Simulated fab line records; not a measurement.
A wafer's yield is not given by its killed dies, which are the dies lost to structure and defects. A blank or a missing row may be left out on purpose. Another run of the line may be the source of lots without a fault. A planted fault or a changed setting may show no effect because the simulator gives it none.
Which tool was responsible? || flow gf180mcu || 42 wafers from 14 lots sampled at 3 of the route's 602 steps

## WHAT EACH GAUGE READ, for each wafer
GF_M2_THK_MEAS_06: measures by xrf.
{"lot": "L493", "measured": "day 18 03:41", "on": "film_metro-01", "M2_ALCU_THK (nm)": "456 445 447"}
{"lot": "L494", "measured": "day 18 12:39", "on": "film_metro-02", "M2_ALCU_THK (nm)": "453 456 450"}
{"lot": "L495", "measured": "day 19 00:30", "on": "film_metro-02", "M2_ALCU_THK (nm)": "452 449 454"}
{"lot": "L496", "measured": "day 19 11:24", "on": "film_metro-02", "M2_ALCU_THK (nm)": "453 456 441"}
{"lot": "L498", "measured": "day 20 06:51", "on": "film_metro-03", "M2_ALCU_THK (nm)": "445 442 442"}
{"lot": "L501", "measured": "day 21 04:36", "on": "film_metro-02", "M2_ALCU_THK (nm)": "446 461 454"}
{"lot": "L503", "measured": "day 22 02:15", "on": "film_metro-02", "M2_ALCU_THK (nm)": "460 456 462"}
{"lot": "L504", "measured": "day 22 16:08", "on": "film_metro-03", "M2_ALCU_THK (nm)": "450 445 444"}
{"lot": "L505", "measured": "day 22 19:17", "on": "film_metro-03", "M2_ALCU_THK (nm)": "448 449 445"}
{"lot": "L509", "measured": "day 23 22:44", "on": "film_metro-03", "M2_ALCU_THK (nm)": "453 450 448"}
{"lot": "L510", "measured": "day 24 08:41", "on": "film_metro-02", "M2_ALCU_THK (nm)": "465 468 453"}
{"lot": "L512", "measured": "day 25 00:59", "on": "film_metro-03", "M2_ALCU_THK (nm)": "443 453 452"}
{"lot": "L515", "measured": "day 25 19:46", "on": "film_metro-02", "M2_ALCU_THK (nm)": "454 461 456"}
{"lot": "L516", "measured": "day 26 10:22", "on": "film_metro-01", "M2_ALCU_THK (nm)": "447 450 450"}

## WHICH TOOL RAN EACH LOT (tool, then ch and the chambers of the sampled wafers, then the start)
{"lot": "L493", "GF_V1_CVD_02": "pecvd-01 ch 0,1,2, day 17 01:14", "GF_V1_CMP_04": "cmp-02 ch 0,2, day 17 01:40"}
{"lot": "L494", "GF_V1_CVD_02": "pecvd-04 ch 1,2, day 17 09:43", "GF_V1_CMP_04": "cmp-02 ch 0,1,2, day 17 10:09"}
{"lot": "L495", "GF_V1_CVD_02": "pecvd-03 ch 1,2, day 17 21:32", "GF_V1_CMP_04": "cmp-01 ch 1,2,3, day 17 21:48"}
{"lot": "L496", "GF_V1_CVD_02": "pecvd-01 ch 0,1, day 18 08:13", "GF_V1_CMP_04": "cmp-02 ch 0,2,3, day 18 08:27"}
{"lot": "L498", "GF_V1_CVD_02": "pecvd-03 ch 0,1, day 19 03:22", "GF_V1_CMP_04": "cmp-01 ch 0,2, day 19 03:30"}
{"lot": "L501", "GF_V1_CVD_02": "pecvd-03 ch 1,2, day 20 01:55", "GF_V1_CMP_04": "cmp-02 ch 0,1,2, day 20 02:06"}
{"lot": "L503", "GF_V1_CVD_02": "pecvd-03 ch 0,1, day 20 23:52", "GF_V1_CMP_04": "cmp-02 ch 0,1,2, day 21 00:06"}
{"lot": "L504", "GF_V1_CVD_02": "pecvd-01 ch 0,1, day 21 14:06", "GF_V1_CMP_04": "cmp-02 ch 0,3, day 21 14:14"}
{"lot": "L505", "GF_V1_CVD_02": "pecvd-04 ch 0,1,2, day 21 17:43", "GF_V1_CMP_04": "cmp-01 ch 0,2,3, day 21 17:51"}
{"lot": "L509", "GF_V1_CVD_02": "pecvd-01 ch 0,1,2, day 22 21:55", "GF_V1_CMP_04": "cmp-02 ch 2,3, day 22 22:02"}
{"lot": "L510", "GF_V1_CVD_02": "pecvd-04 ch 0,1, day 23 08:23", "GF_V1_CMP_04": "cmp-02 ch 1,2,3, day 23 08:34"}
{"lot": "L512", "GF_V1_CVD_02": "pecvd-01 ch 0,1, day 24 00:51", "GF_V1_CMP_04": "cmp-01 ch 1,2,3, day 24 01:02"}
{"lot": "L515", "GF_V1_CVD_02": "pecvd-03 ch 1,2, day 24 20:10", "GF_V1_CMP_04": "cmp-02 ch 0,1,2, day 24 20:34"}
{"lot": "L516", "GF_V1_CVD_02": "pecvd-04 ch 0,2, day 25 11:29", "GF_V1_CMP_04": "cmp-01 ch 0,1,3, day 25 11:37"}
- GF_V1_CVD_02: deposits SiO2 from TEOS, target thk 850 nm, time 94.851 s.
- GF_V1_CMP_04: polishes SiO2.

## WHAT THE TOOLS THEMSELVES READ (means of the sampled wafers that have a number; where no wafer has one, the mark that the record gives instead)
GF_V1_CVD_02.
{"lot": "L493", "tool": "pecvd-01", "heater_power_w (W)": 745}
{"lot": "L494", "tool": "pecvd-04", "heater_power_w (W)": 651}
{"lot": "L495", "tool": "pecvd-03", "heater_power_w (W)": 607}
{"lot": "L496", "tool": "pecvd-01", "heater_power_w (W)": 572}
{"lot": "L498", "tool": "pecvd-03", "heater_power_w (W)": 612}
{"lot": "L501", "tool": "pecvd-03", "heater_power_w (W)": 617}
{"lot": "L503", "tool": "pecvd-03", "heater_power_w (W)": 578}
{"lot": "L504", "tool": "pecvd-01", "heater_power_w (W)": 608}
{"lot": "L505", "tool": "pecvd-04", "heater_power_w (W)": 530}
{"lot": "L509", "tool": "pecvd-01", "heater_power_w (W)": 704}
{"lot": "L510", "tool": "pecvd-04", "heater_power_w (W)": 601}
{"lot": "L512", "tool": "pecvd-01", "heater_power_w (W)": 654}
{"lot": "L515", "tool": "pecvd-03", "heater_power_w (W)": 580}
{"lot": "L516", "tool": "pecvd-04", "heater_power_w (W)": 585}

GF_V1_CMP_04.
{"lot": "L493", "tool": "cmp-02", "motor_current_A (A)": 12.7, "slurry_flow_ml_min": 149.8, "time_to_endpoint_s (s)": 76}
{"lot": "L494", "tool": "cmp-02", "motor_current_A (A)": 12.3, "slurry_flow_ml_min": 150.0, "time_to_endpoint_s (s)": 80}
{"lot": "L495", "tool": "cmp-01", "motor_current_A (A)": 12.1, "slurry_flow_ml_min": 150.5, "time_to_endpoint_s (s)": 83}
{"lot": "L496", "tool": "cmp-02", "motor_current_A (A)": 13.2, "slurry_flow_ml_min": 150.1, "time_to_endpoint_s (s)": 83}
{"lot": "L498", "tool": "cmp-01", "motor_current_A (A)": 11.4, "slurry_flow_ml_min": 150.4, "time_to_endpoint_s (s)": 83}
{"lot": "L501", "tool": "cmp-02", "motor_current_A (A)": 12.3, "slurry_flow_ml_min": 150.3, "time_to_endpoint_s (s)": 87}
{"lot": "L503", "tool": "cmp-02", "motor_current_A (A)": 12.3, "slurry_flow_ml_min": 149.9, "time_to_endpoint_s (s)": 80}
{"lot": "L504", "tool": "cmp-02", "motor_current_A (A)": 13.6, "slurry_flow_ml_min": 150.0, "time_to_endpoint_s (s)": 77}
{"lot": "L505", "tool": "cmp-01", "motor_current_A (A)": 12.8, "slurry_flow_ml_min": 149.9, "time_to_endpoint_s (s)": 87}
{"lot": "L509", "tool": "cmp-02", "motor_current_A (A)": 13.0, "slurry_flow_ml_min": 149.8, "time_to_endpoint_s (s)": 83}
{"lot": "L510", "tool": "cmp-02", "motor_current_A (A)": 12.2, "slurry_flow_ml_min": 150.3, "time_to_endpoint_s (s)": 87}
{"lot": "L512", "tool": "cmp-01", "motor_current_A (A)": 11.9, "slurry_flow_ml_min": 149.9, "time_to_endpoint_s (s)": 79}
{"lot": "L515", "tool": "cmp-02", "motor_current_A (A)": 12.2, "slurry_flow_ml_min": 149.7, "time_to_endpoint_s (s)": 89}
{"lot": "L516", "tool": "cmp-01", "motor_current_A (A)": 13.3, "slurry_flow_ml_min": 149.7, "time_to_endpoint_s (s)": 88}

## THE ANSWER, worked out from the rows above alone
Rule: what is usual is taken from the lots themselves. Put in order of their means at a reading, lots are off if they are a third of the lots or fewer, leave a main group of 4 or more, and stand apart from it by a gap of 3 or more times the standard deviation of the main group's means; of several such gaps the widest counts. The tables above print the reading to a certain number of digits; a main group whose means all agree to those digits is not used. Also off: a lot with no number at a reading for which 4 or more lots have one. Any other lot the step has rows for is counted as sound. The gauges are gone through in route order, then the tools' own readings, and for those a lot's mean is taken as printed above. At the first step where some lot is off, the reading lying furthest off is the one used; lots without a number count as furthest.
No lot is off on any of the readings shown, so nothing can be concluded from this.

## WHAT THE SIMULATOR HAD PUT IN
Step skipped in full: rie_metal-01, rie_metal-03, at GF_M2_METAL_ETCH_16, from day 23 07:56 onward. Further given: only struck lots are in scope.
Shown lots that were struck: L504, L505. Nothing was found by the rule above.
